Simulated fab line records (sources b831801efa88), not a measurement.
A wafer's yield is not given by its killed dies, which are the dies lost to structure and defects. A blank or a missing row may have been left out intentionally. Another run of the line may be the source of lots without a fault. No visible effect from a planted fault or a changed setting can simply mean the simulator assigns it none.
fab line records | flow sky130
[record] lots = 5 | wafers = 15 | last-day = 49
route steps=708 shown CONTACT@415 METAL1@434 PAD_OPEN@708
lots that met no fault: taken from a fault-free run of the same line
start-h: start of the lot's first displayed wafer, in hours after the record's first day | wait-h: how many hours have passed since the lot's step before this one | " identical to the entry in the row above | L1.1+2: a single row standing in for several wafers | - either no value or no given start | * or withheld: withheld | < > ~ a bound
route shown NAME@n: NAME is a module with steps in the file, n the number in the route of the first one | usual: mean/standard deviation of fault-free wafers | same: alike in all rows | chamber/n: place in a boat | sites: per-site readings | _std_site: how widely they spread, as a standard deviation | _edge_site: mean of outer sites minus mean of inner sites | radius-mm: how far each site lies from the wafer's centre | mask NAME#n: copy n | behind: the most recent tool/chamber to have shaped the wafer | hold: what put the lot on hold/how long, in hours/how the hold closed | device: the transistor (n, p or np) that didn't switch | end of line: tests run on the same wafers once the route is complete | a step given without rows: its recipe and nothing more | killed: dies lost to structure and defects at the first sort, not the wafer's yield | map: a wafer's dies, marking killed ones x, the rest . and places with no die _
set.NAME: the run value of the setting; set.NAME@STEP: its run value at that earlier step | model.NAME: the simulator's own value behind a step, which no gauge read
certain route steps with their lots: each step a table, each wafer a row
services: the hour from which a tool's chamber was out of use, counted from the record's first day as start-h (under 0 if before that day), plus the number of hours and why
[[steps]]
[step SKY_CONTACT_COAT_09]
[recipe] resist = KrF-thick | spin-rpm = 3000 | resist-thk-nm = 450
[step SKY_CONTACT_SOFTBAKE_10]
[recipe] temp-c = 100 | time-s = 90 | resist = KrF-thick
[step SKY_CONTACT_EXPOSE_11]
[recipe] mask-id = CTM1 | na = 0.8 | source-shape = annular | sigma-inner = 0.55 | sigma-outer = 0.85 | target-cd-nm = 170 | dose-mj = 38
[step SKY_CONTACT_PEB_12]
[recipe] peb-temp-c = withheld | peb-time-s = withheld | resist = KrF-thick
[step SKY_CONTACT_DEVELOP_13]
[recipe] develop-time-s = 60 | resist = KrF-thick | dev-temp-c = 21
[step SKY_CONTACT_ETCH_16]
[recipe] chemistry = N2/H2 | target = BARC | ion-energy-ev = 200 | source-w = 500 | bias-w = 100 | pressure-mtorr = 30 | n2-flow-sccm = 100 | h2-flow-sccm = 200 | stop-on = SiO2 | time-s = 45.9 | target-depth-a = 600
[step SKY_CONTACT_ETCH_17]
[recipe] target = SiO2 | chemistry = C4F8/O2/Ar | stop-on = Si3N4 | mask-material = KrF-thick | source-w = 1500 | bias-w = 1200 | pressure-mtorr = 40 | c4f8-flow-sccm = withheld | O2_flow_sccm = 6 | Ar_flow_sccm = 300 | time-s = withheld | target-depth-a = 3400
[step SKY_CONTACT_ETCH_18]
[recipe] target = Si3N4 | chemistry = CHF3/O2 | stop-on = TiN | source-w = 600 | bias-w = 200 | pressure-mtorr = 40 | chf3-flow-sccm = 50 | O2_flow_sccm = 5 | time-s = 39 | target-depth-a = 750
[step SKY_CONTACT_STRIP_19]
[recipe] chemistry = O2/N2 | power-w = 1400 | pressure-mtorr = 1500 | platen-temp-c = withheld | o2-flow-sccm = 3000 | n2-flow-sccm = 300 | overash-fraction = 0.5
[step SKY_CONTACT_STRIP_20]
[recipe] chemistry = post-etch-residue-remover | time-s = 1200 | temp-c = 72.5
[step SKY_CONTACT_CLEAN_21]
[recipe] chemistry = IPA | time-s = 180 | temp-c = 25
[same] time-s = 180
lot.wafer  | tool         | chamber | start-h | wait-h
L165.3+5+6 | wet-bench-04 | 0       | 759.24  | 0.0
L177.1+3+4 | wet-bench-04 | 0       | 857.08  | 0.0
L178.3+4+5 | wet-bench-04 | 2       | 861.19  | 0.0
L180.3+4+5 | wet-bench-02 | 2       | 869.20  | 0.0
L181.1+3+4 | wet-bench-04 | 3       | 881.09  | 0.0
[step SKY_CONTACT_CLEAN_22]
[recipe] chemistry = O3/DIW | dry = n2-spin
[step SKY_CONTACT_SPUTTER_23]
[recipe] material = TiN | target-thk-nm = 20 | chamber-pressure-pa = 5 | power-w = 4000 | time-s = 80
[step SKY_CONTACT_CVD_24]
[recipe] material = W | target-thk-nm = 340 | time-s = 102.12 | temp-c = 400 | pressure-torr = 40
[step SKY_CONTACT_CMP_27]
[recipe] stop-on = SiO2 | t-overpolish-s = 15 | down-force-psi = 3.5 | platen-rpm = 60 | target-thk-nm = 0 | pad-velocity-m-s = 0.94248
[step SKY_METAL1_SPUTTER_00]
[recipe] material = Ti | target-thk-nm = 15 | power-w = 3077 | time-s = 10 | chamber-pressure-pa = 0.4
[step SKY_METAL1_SPUTTER_01]
[recipe] material = TiN | target-thk-nm = 20 | power-w = 6500 | time-s = 16.7 | chamber-pressure-pa = 0.4
[step SKY_METAL1_SPUTTER_02]
[recipe] material = AlCu | target-thk-nm = 250 | power-w = 10600 | time-s = 13.3 | chamber-pressure-pa = 0.4
[step SKY_METAL1_SPUTTER_03]
[recipe] material = Ti | target-thk-nm = 5 | power-w = 3000 | time-s = 3.3 | chamber-pressure-pa = 0.4
[step SKY_METAL1_SPUTTER_04]
[recipe] material = TiN | target-thk-nm = 70 | power-w = 6500 | time-s = 58.3 | chamber-pressure-pa = 0.4
[step SKY_METAL1_DEHYDRATE_07]
[recipe] temp-c = 200 | time-s = 60
[step SKY_METAL1_HMDS_08]
[recipe] prime-time-s = 60 | prime-temp-c = 120
[step SKY_METAL1_COAT_09]
[recipe] resist = BARC | temp-c = withheld | time-s = withheld | spin-rpm = 3000 | resist-thk-nm = 60
[step SKY_METAL1_COAT_10]
[recipe] resist = KrF-thick | spin-rpm = 3000 | resist-thk-nm = 450
[step SKY_METAL1_SOFTBAKE_11]
[recipe] temp-c = 99.27 | time-s = 90 | resist = KrF-thick
[step SKY_METAL1_EXPOSE_12]
[recipe] mask-id = MM1 | na = 0.8 | source-shape = annular | sigma-inner = 0.55 | sigma-outer = 0.85 | target-cd-nm = 140 | dose-mj = 28
[step SKY_METAL1_PEB_13]
[recipe] peb-temp-c = withheld | peb-time-s = withheld | resist = KrF-thick
[step SKY_METAL1_DEVELOP_14]
[recipe] develop-time-s = 60 | resist = KrF-thick | dev-temp-c = 21
[step SKY_METAL1_DESCUM_17]
[recipe] chemistry = O2 | source-power-w = 150 | bias-power-w = 0 | pressure-mtorr = 10 | temp-c = 40 | time-s = 8
[step SKY_METAL1_ETCH_18]
[recipe] chemistry = N2/H2 | target = BARC | ion-energy-ev = 200 | bias-w = 100 | pressure-mtorr = 30 | n2-flow-sccm = 100 | h2-flow-sccm = 200 | icp-w = 500 | stop-on = SiO2 | time-s = 45.9 | target-depth-a = 600
[step SKY_METAL1_METAL_ETCH_19]
[recipe] target-depth-a = 3600 | stop-on = SiO2 | over-etch-frac = 0.3 | time-s = 78 | chemistry = Cl2/BCl3 | resist-sidewall-deg = 88 | pressure-mtorr = 10 | icp-w = 900 | bias-w = 48.5 | Cl2_flow_sccm = 60 | bcl3-flow-sccm = 30
[step SKY_METAL1_STRIP_20]
[recipe] chemistry = O2/N2 | power-w = 1400 | pressure-mtorr = 1500 | platen-temp-c = withheld | o2-flow-sccm = 3000 | n2-flow-sccm = 300 | overash-fraction = 0.5
[step SKY_METAL1_STRIP_21]
[recipe] chemistry = post-etch-residue-remover | time-s = 1200 | temp-c = 72.5
[step SKY_METAL1_CLEAN_22]
[recipe] chemistry = IPA | time-s = 180 | temp-c = 25
[step SKY_PAD_OPEN_PROBE_99]
[usual] killed_at_M0_to_M3 = 43/7 | killed_at_M4_up = 3.0/1.9 | killed-at-contacts = 24/4.6 | killed-at-front-end = 15/4.1 | killed-at-other = 0.3/0.52 | killed-dies = 84/9.7 | killed-on-rim = 16/3.6 | killed-open = 46/6.9 | killed-short = 38/6.8
[same] gross-dies = 492 | killed-at-back-side = 0
lot.wafer | tool      | chamber | start-h | wait-h | killed_at_M0_to_M3 | killed_at_M4_up | killed-at-contacts | killed-at-front-end | killed-at-other | killed-dies | killed-on-rim | killed-open | killed-short
L165.3    | prober-02 | -       | 1094.34 | 0.2    | 44                 | 1               | 20                 | 9                   | 0               | 74          | 18            | 42          | 32
L165.5    | prober-02 | -       | 1094.44 | 0.2    | 28                 | 4               | 25                 | 15                  | 0               | 72          | 15            | 32          | 40
L165.6    | prober-02 | -       | 1094.49 | 0.2    | 34                 | 2               | 19                 | 8                   | 0               | 63          | 14            | 37          | 26
L177.1    | prober-01 | -       | 1164.28 | 0.1    | 30                 | 6               | 64                 | 20                  | 0               | 120         | 22            | 38          | 45
L177.3    | prober-01 | -       | 1164.38 | 0.2    | 38                 | 5               | 57                 | 12                  | 1               | 113         | 26            | 37          | 42
L177.4    | prober-01 | -       | 1164.43 | 0.2    | 36                 | 4               | 62                 | 8                   | 0               | 110         | 29            | 37          | 34
L178.3    | prober-02 | -       | 1168.08 | 0.2    | 29                 | 2               | 51                 | 8                   | 0               | 90          | 23            | 36          | 23
L178.4    | prober-02 | -       | 1168.13 | 0.2    | 52                 | 1               | 58                 | 9                   | 1               | 121         | 32            | 49          | 38
L178.5    | prober-02 | -       | 1168.18 | 0.2    | 46                 | 2               | 52                 | 14                  | 0               | 114         | 30            | 41          | 42
L180.3    | prober-02 | -       | 1174.88 | 0.2    | 48                 | 2               | 24                 | 14                  | 0               | 88          | 18            | 51          | 37
L180.4    | prober-02 | -       | 1174.93 | 0.2    | 40                 | 3               | 24                 | 8                   | 1               | 76          | 23            | 42          | 33
L180.5    | prober-02 | -       | 1174.98 | 0.2    | 46                 | 2               | 28                 | 11                  | 0               | 87          | 14            | 42          | 45
L181.1    | prober-01 | -       | 1178.71 | 0.1    | 32                 | 1               | 72                 | 14                  | 0               | 119         | 26            | 35          | 32
L181.3    | prober-01 | -       | 1178.81 | 0.2    | 39                 | 4               | 72                 | 9                   | 0               | 124         | 24            | 42          | 35
L181.4    | prober-01 | -       | 1178.86 | 0.2    | 31                 | 2               | 57                 | 14                  | 1               | 105         | 17            | 43          | 21
// killed by level:class
L165.3 VIA2:geometric-particle:open=10 VIA1:geometric-particle:open=10 LI_CONTACT:geometric-particle:open=6 CONTACT:geometric-particle:open=6 VIA1:geometric-particle:short=6 LOCAL_INTERCONNECT:geometric-particle:short=4 METAL2:geometric-particle:short=4 FIELD_ISO:geometric-particle:short=3
L165.5 LI_CONTACT:geometric-particle:open=8 VIA1:geometric-particle:short=8 VIA1:geometric-particle:open=6 LOCAL_INTERCONNECT:geometric-particle:short=5 CONTACT:geometric-particle:open=5 FIELD_ISO:geometric-particle:short=4 LI_CONTACT:geometric-particle:short=4 FIELD_ISO:geometric-particle:open=3
L165.6 VIA1:geometric-particle:open=8 LI_CONTACT:geometric-particle:open=7 CONTACT:geometric-particle:open=6 VIA1:geometric-particle:short=6 LOCAL_INTERCONNECT:geometric-particle:short=4 VIA3:geometric-particle:open=4 METAL2:geometric-particle:short=4 FIELD_ISO:geometric-particle:short=3
L177.1 CONTACT:unspecified=37 LI_CONTACT:geometric-particle:open=8 CONTACT:geometric-particle:short=7 VIA1:geometric-particle:open=7 FIELD_ISO:geometric-particle:open=5 POLY_GATE:geometric-particle:short=5 LOCAL_INTERCONNECT:geometric-particle:short=5 METAL4:geometric-particle:short=5
L177.3 CONTACT:unspecified=34 VIA1:geometric-particle:open=12 CONTACT:geometric-particle:short=9 CONTACT:geometric-particle:open=6 VIA3:geometric-particle:open=5 POLY_GATE:geometric-particle:short=4 LOCAL_INTERCONNECT:geometric-particle:short=4 METAL2:geometric-particle:short=4
L177.4 CONTACT:unspecified=39 VIA1:geometric-particle:open=7 LOCAL_INTERCONNECT:geometric-particle:short=6 CONTACT:geometric-particle:open=6 METAL2:geometric-particle:short=6 LI_CONTACT:geometric-particle:open=5 METAL1:geometric-particle:short=5 METAL1:geometric-particle:open=5
L178.3 CONTACT:unspecified=30 VIA1:geometric-particle:open=10 VIA2:geometric-particle:open=8 LI_CONTACT:geometric-particle:open=7 CONTACT:geometric-particle:open=6 METAL1:geometric-particle:short=4 FIELD_ISO:geometric-particle:short=3 POLY_GATE:geometric-particle:short=3
L178.4 CONTACT:unspecified=34 VIA1:geometric-particle:open=13 VIA2:geometric-particle:open=11 LI_CONTACT:geometric-particle:open=10 METAL1:geometric-particle:short=8 CONTACT:geometric-particle:open=7 VIA2:geometric-particle:short=6 CONTACT:geometric-particle:short=4
L178.5 CONTACT:unspecified=31 VIA1:geometric-particle:open=9 FIELD_ISO:geometric-particle:short=8 CONTACT:geometric-particle:open=8 METAL1:geometric-particle:short=7 VIA1:geometric-particle:short=7 VIA2:geometric-particle:open=7 LOCAL_INTERCONNECT:geometric-particle:short=4
L180.3 VIA2:geometric-particle:open=14 VIA1:geometric-particle:open=10 METAL1:geometric-particle:short=8 CONTACT:geometric-particle:short=8 CONTACT:geometric-particle:open=7 LI_CONTACT:geometric-particle:open=6 FIELD_ISO:geometric-particle:short=5 FIELD_ISO:geometric-particle:open=4
L180.4 LI_CONTACT:geometric-particle:open=8 VIA1:geometric-particle:open=7 CONTACT:geometric-particle:open=6 METAL2:geometric-particle:short=6 CONTACT:geometric-particle:short=5 METAL1:geometric-particle:short=5 VIA2:geometric-particle:open=5 VIA3:geometric-particle:open=5
L180.5 CONTACT:geometric-particle:open=13 VIA1:geometric-particle:open=12 CONTACT:geometric-particle:short=9 METAL1:geometric-particle:short=6 VIA1:geometric-particle:short=6 METAL2:geometric-particle:short=6 FIELD_ISO:geometric-particle:open=4 METAL3:geometric-particle:short=4
L181.1 CONTACT:unspecified=51 LI_CONTACT:geometric-particle:open=7 VIA3:geometric-particle:open=6 METAL1:geometric-particle:short=5 POLY_GATE:geometric-particle:open=4 CONTACT:geometric-particle:short=4 CONTACT:geometric-particle:open=4 VIA1:geometric-particle:open=4
L181.3 CONTACT:unspecified=46 LI_CONTACT:geometric-particle:open=7 CONTACT:geometric-particle:open=7 LOCAL_INTERCONNECT:geometric-particle:short=6 VIA2:geometric-particle:open=6 VIA3:geometric-particle:open=6 VIA1:geometric-particle:open=5 METAL3:geometric-particle:short=5
L181.4 CONTACT:unspecified=39 VIA3:geometric-particle:open=9 CONTACT:geometric-particle:open=8 VIA1:geometric-particle:open=8 FIELD_ISO:geometric-particle:open=5 VIA2:geometric-particle:open=5 SPACER:geometric-particle:short=4 LI_CONTACT:geometric-particle:open=4
// map L177.1 (x killed, . not)
__________...x...x.._________
________..........x..._______
______..xx.............x_____
_____..xx.x.....x......x.____
____.........x.........xx.___
___......x....xx...x...x.x.__
__...x.xx.x.x...x....x..x..._
_xxxxx..........x..x...xx.x..
_xxxxxxx.....x....x.x....x...
_xxxxxxx........x.........x..
_xxxx..xx..x..x....x........x
_xxxxxx...x.................x
_xxxxxx.xx..........x...x....
_x..xx.x........x........x...
_.xx.......x..x......x...xx.x
__....xx.....x......x.....x._
___.x...xx..xx..x.......x..__
____x..x.......x....x.....___
_____......x.x...x.......____
______............x....._____
________.............._______
__________.........._________
// map L178.4 (x killed, . not)
__________....x.x.xx_________
________x...xxx..xxxxx_______
______.....x....x.xxxxxx_____
_____x...x..x....xxxxxxxx____
____.x..x......x..xxxxxxx.___
___.....x......x.xxxxxxxx.x__
__.x........x.........x....._
_.....x....x..xxx..........x.
_......x....x......x.......xx
_x.........x....xx...........
_x......xx.........x..x......
_...x...xx...x....x..........
_.x...............x....x....x
_.................xx.x..xxx.x
_..............xx......x...x.
__.....x.....x..........x..._
___....x.x.x.x...........x.__
____...x.x....x......x..xx___
_____....x........x......____
______xx.x.............._____
________....xxxx.....x_______
__________.x........_________
[[services]]
tool         | chamber | start-h | hours | kind
wet-bench-04 | -       | 805.32  | 30.5  | repair
[[key]]
[first-sign] step = SKY_PAD_OPEN_PROBE_99 | reading = killed-at-contacts | direction = up | sigmas = 8 | usual = 24 | struck = 61
[effect] step = SKY_PAD_OPEN_PROBE_99 | reading = killed-dies | direction = up | sigmas = 2.9 | usual = 84 | struck = 113
met-at SKY_CONTACT_CLEAN_21
struck-wafers L177.1,L177.3,L177.4,L178.3,L178.4,L178.5,L181.1,L181.3,L181.4
tester-left-out L177,L178,L181
onset-between 759.24 857.08
[fault] kind = chamber-particle-source | tool = wet-bench-04 | chamber = - | onset-h = 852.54 | steps = SKY_CONTACT_CLEAN_21 | rate-per-visit-cm2 = 0.70466 | end-h = 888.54
// tester-left-out: of these lots the tester's yield and bins aren't shown, on N5 and GAA mostly nor the transistor test; their killed dies are dies lost to structure and defects alone, not to doping, threshold or leakage, so they don't give the yield
